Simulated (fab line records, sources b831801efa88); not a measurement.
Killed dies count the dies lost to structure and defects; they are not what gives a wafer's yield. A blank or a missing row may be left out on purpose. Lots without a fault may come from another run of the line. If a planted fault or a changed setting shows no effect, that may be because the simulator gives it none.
A lot that was struck, set against a sound lot ; flow sky130 ; 46 steps out of a route of 708
Sound: the wafers L964.1, L964.3, L964.5. Struck: wafers L970.3, L970.4, L970.5. The cause is given at the end.
Each step with rows lists, per side, the tool, then ch with its chambers, then its first start. Under that, the readings that differ: sound wafers ; struck wafers ; difference of the means ; sigmas: that difference in standard deviations of wafers without a fault.
alike: same words and numbers on both sides, and readings whose means sit less than 2 such deviations apart. not compared: any withheld reading, any reading some wafer has no value for, any bound like >300 that may hide the same value, and any number with overlapping values for which the record gives no deviation.
The two part at a step that has a row with sigmas, a row that says differs or no value, or rows on one side only. When numbers do not overlap yet have no deviation, they are printed without sigmas and do not part them. A reading that every wafer of one side lacks parts them only if that side has two wafers or more.

first, 6 steps without rows for these wafers: SKY_VT_ADJUST_LVTN_HMDS_01 (prime time 60 s); SKY_VT_ADJUST_LVTN_COAT_02 (resist thk 3000 nm); SKY_VT_ADJUST_LVTN_SOFTBAKE_03; SKY_VT_ADJUST_LVTN_EXPOSE_04 (exposes mask NWM COMPLEMENT LESS NATIVE, target cd 840 nm); SKY_VT_ADJUST_LVTN_PEB_05; SKY_VT_ADJUST_LVTN_DEVELOP_06 (develop time 60 s).
SKY_VT_ADJUST_LVTN_OVL_MEAS_07:
  sound on overlay-01 at day 8 07:39; struck on overlay-02 at day 9 23:59
  alike: VT_ADJUST_LVTN_OVL
next, for these wafers, 1 step has no rows: SKY_VT_ADJUST_LVTN_IMPLANT_08.
SKY_VT_ADJUST_LVTN_STRIP_09: strips in O2/N2.
  sound on plasma_asher-01 ch 1, day 8 07:50; struck on plasma_asher-02 ch 0,1, day 10 00:12
  alike: drypump_motor_current_A, oes_product_au, strip_time_to_endpoint_s
  not compared: rf_hours_counter_h
SKY_VT_ADJUST_LVTN_TW_MEAS_10:
  sound on film_metro-04 at day 8 07:56; struck on film_metro-02 at day 10 00:17
  alike: VT_ADJUST_LVTN_TW
then, 2 steps without rows for these wafers: SKY_VT_ADJUST_LVTN_DEHYDRATE_11 (time 60 s); SKY_VT_ADJUST_LVTN_HMDS_12 (prime time 60 s).
SKY_VT_ADJUST_LVTN_COAT_13: resist thk 1140 nm.
  struck on litho_track-04, day 10 10:53; sound on litho_track-04 ch 0, day 8 17:56
  no value came back on the struck wafers for chill_plate_temp_C (C), dispense_pressure_kPa (kPa), spin_speed_rpm (rpm); on the sound wafers chill_plate_temp_C (C) reads 22.88 22.81 23.03
then, 4 steps without rows for these wafers: SKY_VT_ADJUST_LVTN_SOFTBAKE_14 (time 60 s); SKY_VT_ADJUST_LVTN_EXPOSE_15 (exposes mask HVN STD DERIVED, target cd 600 nm); SKY_VT_ADJUST_LVTN_PEB_16; SKY_VT_ADJUST_LVTN_DEVELOP_17 (develop time 60 s).
SKY_VT_ADJUST_LVTN_OVL_MEAS_18:
  sound on overlay-01 at day 9 04:32; struck on overlay-01 at day 10 22:13
reading;sound;struck;difference;sigmas
VT_ADJUST_LVTN_01_OVL (nm);-1.0 -0.2 -0.6;- - -;no value on the struck wafers;
next, for these wafers, 1 step has no rows: SKY_VT_ADJUST_LVTN_IMPLANT_19.
SKY_VT_ADJUST_LVTN_STRIP_20: strips in O2/N2.
  sound on plasma_asher-01 ch 0,1, day 9 04:43; struck on plasma_asher-01 ch 0,1, day 10 22:25
  no value came back on the struck wafers for oes_product_au (a.u.), strip_time_to_endpoint_s (s); on the sound wafers oes_product_au (a.u.) reads 0.714 0.715 0.726
  alike: drypump_motor_current_A
  not compared: rf_hours_counter_h
SKY_VT_ADJUST_LVTN_TW_MEAS_21:
  sound on film_metro-03 at day 9 04:49; struck on film_metro-04 at day 10 22:31
reading;sound;struck;difference;sigmas
VT_ADJUST_LVTN_2_TW;185.6 184.8 185.0;189.6 189.3 189.4;+4.3;+3
then, 7 steps without rows for these wafers: SKY_VT_ADJUST_NCORE_DEHYDRATE_00 (time 60 s); SKY_VT_ADJUST_NCORE_HMDS_01 (prime time 60 s); SKY_VT_ADJUST_NCORE_COAT_02 (resist thk 1140 nm); SKY_VT_ADJUST_NCORE_SOFTBAKE_03 (time 60 s); SKY_VT_ADJUST_NCORE_EXPOSE_04 (exposes mask LVTN COMPLEMENT THIN, target cd 380 nm); SKY_VT_ADJUST_NCORE_PEB_05; SKY_VT_ADJUST_NCORE_DEVELOP_06 (develop time 60 s).
SKY_VT_ADJUST_NCORE_CD_MEAS_07: the cd target is 380 nm.
  sound on cd_sem-01 at day 10 02:23; struck on cd_sem-02 at day 11 22:12
reading;sound;struck;difference;sigmas
cd_nm (nm);377.7 378.8 380.7;386.3 386.2 384.6;+6.6;+2
SKY_VT_ADJUST_NCORE_OVL_MEAS_08:
  sound on overlay-01 at day 10 02:30; struck on overlay-02 at day 11 22:17
  alike: VT_ADJUST_NCORE_OVL
next, for these wafers, 1 step has no rows: SKY_VT_ADJUST_NCORE_IMPLANT_09.
SKY_VT_ADJUST_NCORE_STRIP_10: strips in O2/N2.
  sound on plasma_asher-03 ch 0,1, day 10 02:41; struck on plasma_asher-02 ch 0,1, day 11 22:30
  alike: drypump_motor_current_A, oes_product_au, strip_time_to_endpoint_s
  not compared: rf_hours_counter_h
SKY_VT_ADJUST_NCORE_TW_MEAS_11:
  sound on film_metro-02 at day 10 02:47; struck on film_metro-02 at day 11 22:35
reading;sound;struck;difference;sigmas
VT_ADJUST_NCORE_TW;217.5 217.7 217.2;246.6 246.4 247.2;+29.3;+11
then, 7 steps without rows for these wafers: SKY_VT_ADJUST_HVTR_DEHYDRATE_00 (time 60 s); SKY_VT_ADJUST_HVTR_HMDS_01 (prime time 60 s); SKY_VT_ADJUST_HVTR_COAT_02 (resist thk 1140 nm); SKY_VT_ADJUST_HVTR_SOFTBAKE_03 (time 60 s); SKY_VT_ADJUST_HVTR_EXPOSE_04 (exposes mask HVTRM, target cd 380 nm); SKY_VT_ADJUST_HVTR_PEB_05; SKY_VT_ADJUST_HVTR_DEVELOP_06 (develop time 60 s).
SKY_VT_ADJUST_HVTR_CD_MEAS_07: the cd target is 380 nm.
  sound on cd_sem-01 at day 11 01:06; struck on cd_sem-01 at day 12 22:30
  alike: cd_nm
SKY_VT_ADJUST_HVTR_OVL_MEAS_08:
  sound on overlay-02 at day 11 01:13; struck on overlay-01 at day 12 22:35
  alike: VT_ADJUST_HVTR_OVL
SKY_VT_ADJUST_HVTR_TW_MEAS_11:
  sound on film_metro-04 at day 11 01:31; struck on film_metro-04 at day 12 22:53
reading;sound;struck;difference;sigmas
VT_ADJUST_HVTR_TW;213.2 213.9 213.9;244.4 243.3 244.8;+30.5;+13
SKY_VT_ADJUST_PCH_TW_MEAS_10:
  sound on film_metro-02 at day 12 00:57; struck on film_metro-02 at day 14 00:36
reading;sound;struck;difference;sigmas
VT_ADJUST_PCH_TW;141.6 141.5 142.4;204.3 203.8 203.7;+62.1;+41
SKY_SONOS_TUNNEL_TW_MEAS_12:
  sound on film_metro-03 at day 13 02:35; struck on film_metro-03 at day 15 03:11
reading;sound;struck;difference;sigmas
SONOS_TUNNEL_TW;193.1 193.4 192.0;231.8 230.7 230.8;+38.3;+23
-- the record jumps here: 34 days lie between the struck wafers' starts before and after (it left off in module SONOS_TUNNEL and takes up again in module PAD_OPEN, whose first step shown is number 708 of the route) --
SKY_PAD_OPEN_PROBE_99:
  sound on prober-02 at day 47 10:12; struck on prober-01 at day 48 17:43
reading;sound;struck;difference;sigmas
model.etest.nfet_16v.r_on_ohm_um;1.433e+04 1.42e+04 1.42e+04;1.591e+04 1.591e+04 1.609e+04;+1.727e+03;
model.etest.res_pwde_under_gate.rs_ohm_sq;6213 6203 6213;5632 5610 5680;-569;
model.etest.pfet_g5v0d10v5.r_on_ohm_um;4645 4744 4647;4431 4342 4433;-277;
model.etest.tip_p.rs_ohm_sq;6894 6804 6897;6748 6748 6690;-136;
model.etest.tip_sonos.rs_ohm_sq;2679 2652 2691;2762 2705 2722;+56;
model.etest.tip_p_5v.rs_ohm_sq;2840 2831 2837;2794 2785 2816;-38;
model.etest.nfet_05v0_nvt.drive_ua_um;574.5 574.7 576.4;543.8 549.6 546.7;-28.5;
model.etest.sonos_uncharged.r_on_ohm_um;776 800 808.8;841.4 843.7 829.6;+43.3;

== WHERE THEY PART ==
At SKY_VT_ADJUST_LVTN_COAT_13 first; at SKY_SONOS_TUNNEL_TW_MEAS_12 last (within this record only).

WHY: what the simulator had put in
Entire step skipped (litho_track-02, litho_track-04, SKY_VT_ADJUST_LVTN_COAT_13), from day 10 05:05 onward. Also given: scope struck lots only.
